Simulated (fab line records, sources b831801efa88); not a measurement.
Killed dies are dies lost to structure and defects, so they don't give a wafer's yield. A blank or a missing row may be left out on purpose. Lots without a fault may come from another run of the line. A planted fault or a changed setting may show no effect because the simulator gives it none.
Problem report in the 8D (eight disciplines) form, filled by code | flow sky130 | the parts of the form that need people (team, actions taken, sign-off) are left out

1. THE PROBLEM
killed_at_M4_up at SKY_PAD_OPEN_PROBE_99 reads a mean of 102.0 on 2 wafers of 1 lot; wafers without a fault read 2.9 with a standard deviation of 1.8. That is +55 standard deviations from the usual mean.
First seen on wafer L315.2, day 51 00:14, on prober-01. The record holds 36 wafers of 12 lots with a number at this step. Rule for "out", or "out of limits": more than 4 standard deviations from the usual mean. The other wafers with a number count as sound.

2. WHAT IT IS AND WHAT IT IS NOT
question                    | is                                                                                                                                     | is not
which readings at this step | killed_at_M4_up, defect_limited_yield, killed_dies, killed_on_rim, sort_bin_5_function, sort_bin_6_memory, sort_n_pass, sort_yield_pct | killed_at_contacts, killed_at_front_end, killed_at_other, killed_open, killed_short
which lots                  | L315                                                                                                                                   | L293, L295, L296, L297, L300, L301, L304, L305, L306, L309, L314
which wafers of those lots  | L315.2, L315.5                                                                                                                         | L315.6
read on which tools         | prober-01                                                                                                                              | prober-02
when                        | from day 51 00:14                                                                                                                      | up to then (33 sound wafers); but 1 sound wafer of L315 came after

3. SUSPECTS, AND WHAT RULES EACH OUT
Counting: a tool at a process step up to the reading stays a suspect if it ran every lot that is out. Sound lots after the first of them don't rule it out here, since some wafers of a struck lot are sound.
- cvd_w-02 at SKY_VIA4_CVD_18 (deposits W, target thk 505 nm, time 152.14 s): kept. It ran the lot that is out, L315 (day 48 17:15); its last sound lot up to then is L314 (day 48 14:05).
- cmp-02 at SKY_VIA4_CMP_21 (polishes, stops on SiO2, t overpolish 25 s, target thk 0 nm): kept. It ran the lot that is out, L315 (day 48 17:38); its last sound lot up to then is L314 (day 48 14:22).
- rie_metal-03 at SKY_METAL5_DESCUM_14 (chemistry O2, time 11 s): kept. It ran the lot that is out, L315 (day 49 11:58); its last sound lot up to then is L305 (day 47 09:25).
- prober-01 at SKY_PAD_OPEN_PROBE_99: kept. It ran the lot that is out, L315 (day 51 00:14); its last sound lot up to then is L314 (day 50 21:14). Its own readings are out on those wafers: defect_limited_yield, killed_at_M4_up, killed_dies, killed_on_rim, sort_bin_5_function, sort_bin_6_memory, sort_n_pass, sort_yield_pct.
- Within cmp-02 at SKY_VIA4_CMP_21: the wafers that are out ran in chamber 0; their sound lot-mates ran in chamber 3.
- Within rie_metal-03 at SKY_METAL5_DESCUM_14: the wafers that are out ran in chamber 1; their sound lot-mates ran in chamber 0.
Left after counting: cvd_w-02 at SKY_VIA4_CVD_18, cmp-02 at SKY_VIA4_CMP_21, rie_metal-03 at SKY_METAL5_DESCUM_14, prober-01 at SKY_PAD_OPEN_PROBE_99.

4. THE CAUSE (what the simulator had put in)
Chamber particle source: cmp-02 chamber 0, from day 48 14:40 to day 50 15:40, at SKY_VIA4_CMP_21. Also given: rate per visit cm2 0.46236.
Counting left 4 suspects, and this tool is among them.

5. THE CHAIN OF EFFECTS, in route order
Each row: a reading whose mean over the struck wafers that have a number lies more than 3 standard deviations from the usual. Only readings for which the record gives a usual standard deviation are gone through. hours: the time from each lot's start at the first step in this table that gives one to its start at this step, as a median over the lots. sigmas: the change in usual standard deviations.
hours | step                  | reading              | usual  | on struck wafers | change | sigmas
0     | SKY_PAD_OPEN_PROBE_99 | defect_limited_yield | 82.5 % | 65.4             | -17.1  | -9.0
0     | SKY_PAD_OPEN_PROBE_99 | killed_at_M4_up      | 2.9    | 102.0            | +99.1  | +55
0     | SKY_PAD_OPEN_PROBE_99 | killed_dies          | 86     | 170              | +84    | +9.1
0     | SKY_PAD_OPEN_PROBE_99 | killed_on_rim        | 16     | 33               | +17    | +4.7
0     | SKY_PAD_OPEN_PROBE_99 | sort_bin_5_function  | 10.2 % | 21.4             | +11.2  | +7.0
0     | SKY_PAD_OPEN_PROBE_99 | sort_bin_6_memory    | 6.4 %  | 11.5             | +5.1   | +4.2
0     | SKY_PAD_OPEN_PROBE_99 | sort_n_pass          | 406    | 322              | -84    | -9.1
0     | SKY_PAD_OPEN_PROBE_99 | sort_yield_pct       | 82.5 % | 65.4             | -17.1  | -9.0
The process steps in it:
- SKY_PAD_OPEN_PROBE_99

6. WHAT WOULD HAVE CAUGHT IT SOONER
In this record the first reading out of limits was taken at day 51 00:14, 58 hours after the fault began at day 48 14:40.
Of the tool readings at SKY_VIA4_CMP_21 for which the record gives a usual standard deviation, none was out on any struck wafer, so an alarm limit of 4 standard deviations on them would not have fired.
All the lots that are out (1) had begun SKY_VIA4_CMP_21 on cmp-02 by day 51 00:14. A hold on the tool at that time would have spared none of them.
